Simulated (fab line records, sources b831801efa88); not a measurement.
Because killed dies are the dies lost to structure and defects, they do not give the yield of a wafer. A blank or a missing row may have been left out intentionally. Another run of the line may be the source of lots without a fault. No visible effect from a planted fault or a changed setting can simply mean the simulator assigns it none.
A struck lot beside a sound one / flow sky130 / 16 out of 708 route steps
Sound: the wafers L976.2, L976.3, L976.6. Struck: wafer L982.6 (left out: L982.3, L982.5 of the same lot, which were not struck); the cause appears at the end.
Order at every step that has rows: each side's tool, ch and its chambers, its first start. Under that, the readings that differ: sound wafers / struck wafers / difference of the means / sigmas: that difference in standard deviations of wafers without a fault.
alike: readings with means less than 2 such deviations apart, plus words and numbers identical on both sides. not compared: withheld readings, readings lacking a value on some wafer, bounds such as >300 that could conceal the same value, and numbers that have no deviation in the record and whose values overlap.
A row with sigmas, a row that says differs or no value, or rows on one side alone: a step with any of these is where the two part. Non-overlapping numbers with no deviation appear without sigmas and do not part them. A reading missing from all wafers of one side parts the sides only when that side holds two or more wafers.

SKY_LI_CONTACT_BOW_MEAS_03:
  sound on filmMetro-02, day 30 00:23; struck on filmMetro-02, day 31 08:13
reading=LI_CONTACT_BOW (um); sound=64 57 53; struck=72; difference=+14; sigmas=+2
then, 8 steps without rows for these wafers: SKY_LI_CONTACT_DEHYDRATE_04 (time 60 s); SKY_LI_CONTACT_HMDS_05 (prime time 60 s); SKY_LI_CONTACT_COAT_06 (resist thk 60 nm); SKY_LI_CONTACT_COAT_07 (resist thk 450 nm); SKY_LI_CONTACT_SOFTBAKE_08 (time 90 s); SKY_LI_CONTACT_EXPOSE_09 (exposes mask LICM1, target cd 170 nm); SKY_LI_CONTACT_PEB_10; SKY_LI_CONTACT_DEVELOP_11 (develop time 60 s).
SKY_LI_CONTACT_CD_MEAS_12: target cd 170 nm.
  sound on cdSem-02, day 31 03:37; struck on cdSem-01, day 32 10:50
  alike: cdNm
SKY_LI_CONTACT_OVL_MEAS_13:
  sound on overlay-02, day 31 03:43; struck on overlay-02, day 32 10:55
reading=LI_CONTACT_OVL (nm); sound=-2 -3 -11; struck=9; difference=+14; sigmas=+2
SKY_LI_CONTACT_ETCH_14: etches BARC in N2/H2, stops on SiO2, time 45.9 s, target depth 60 nm.
  sound on rieDiel-01 ch 0,1,3, day 31 03:44; struck on rieDiel-03 ch 0, day 32 10:56
  alike: drypumpMotorCurrentA, oesProductAu, throttleValvePct
  not compared: rfHoursCounterH
SKY_LI_CONTACT_ETCH_15: etches PSG in C4F8/O2/Ar, stops on Si, target depth 600 nm.
  sound on rieDiel-01 ch 0,1,3, day 31 03:47; struck on rieDiel-03 ch 0, day 32 10:59
reading=oesProductAu (a.u.); sound=0.840 0.835 0.840; struck=0.824; difference=-0.014; sigmas=-3
reading=model.KrF-thick_of_LI_CONTACT_COAT_07.thkNm (nm); sound=227.8 233.7 222.1; struck=274.9; difference=+47.0; sigmas=
reading=model.LI_CONTACT.featureDepthNm (nm); sound=597.2 598.6 596.4; struck=586.7; difference=-10.7; sigmas=
reading=model.etch.depthNm (nm); sound=597.2 598.6 596.4; struck=586.7; difference=-10.7; sigmas=
SKY_LI_CONTACT_STRIP_16: strips in O2/N2.
  sound on plasmaAsher-03 ch 0,1, day 31 03:52; struck on plasmaAsher-02 ch 1, day 32 11:06
reading=drypumpMotorCurrentA (A); sound=5.9 6.5 6.5; struck=5.2; difference=-1.1; sigmas=-2
reading=oesProductAu (a.u.); sound=0.371 0.382 0.375; struck=0.394; difference=+0.018; sigmas=+4
reading=stripTimeToEndpointS (s); sound=3.45 3.51 3.39; struck=3.97; difference=+0.52; sigmas=+14
  alike: o2FlowSccm
  not compared: rfHoursCounterH
then, 1 step without rows for these wafers: SKY_LI_CONTACT_CLEAN_17 (cleans in NMP, time 600 s).
-- the record jumps here: 16 days lie between the struck wafers' starts before and after (it left off in module LI_CONTACT and takes up again in module PAD_OPEN, whose first step shown is number 708 of the route) --
SKY_PAD_OPEN_PROBE_99:
  sound on prober-01, day 47 07:13; struck on prober-02, day 48 05:04
reading=killedAtContacts; sound=21 23 29; struck=331; difference=+307; sigmas=+57
reading=killedDies; sound=73 82 89; struck=398; difference=+317; sigmas=+32
reading=killedOnRim; sound=19 15 14; struck=95; difference=+79; sigmas=+19
  alike: killed_at_M0_to_M3, killed_at_M4_up, killedAtFrontEnd, killedAtOther, killedOpen, killedShort

WHERE THEY PART
At SKY_LI_CONTACT_BOW_MEAS_03 first; at SKY_PAD_OPEN_PROBE_99 last (within this record only).

WHY: the cause the simulator had injected
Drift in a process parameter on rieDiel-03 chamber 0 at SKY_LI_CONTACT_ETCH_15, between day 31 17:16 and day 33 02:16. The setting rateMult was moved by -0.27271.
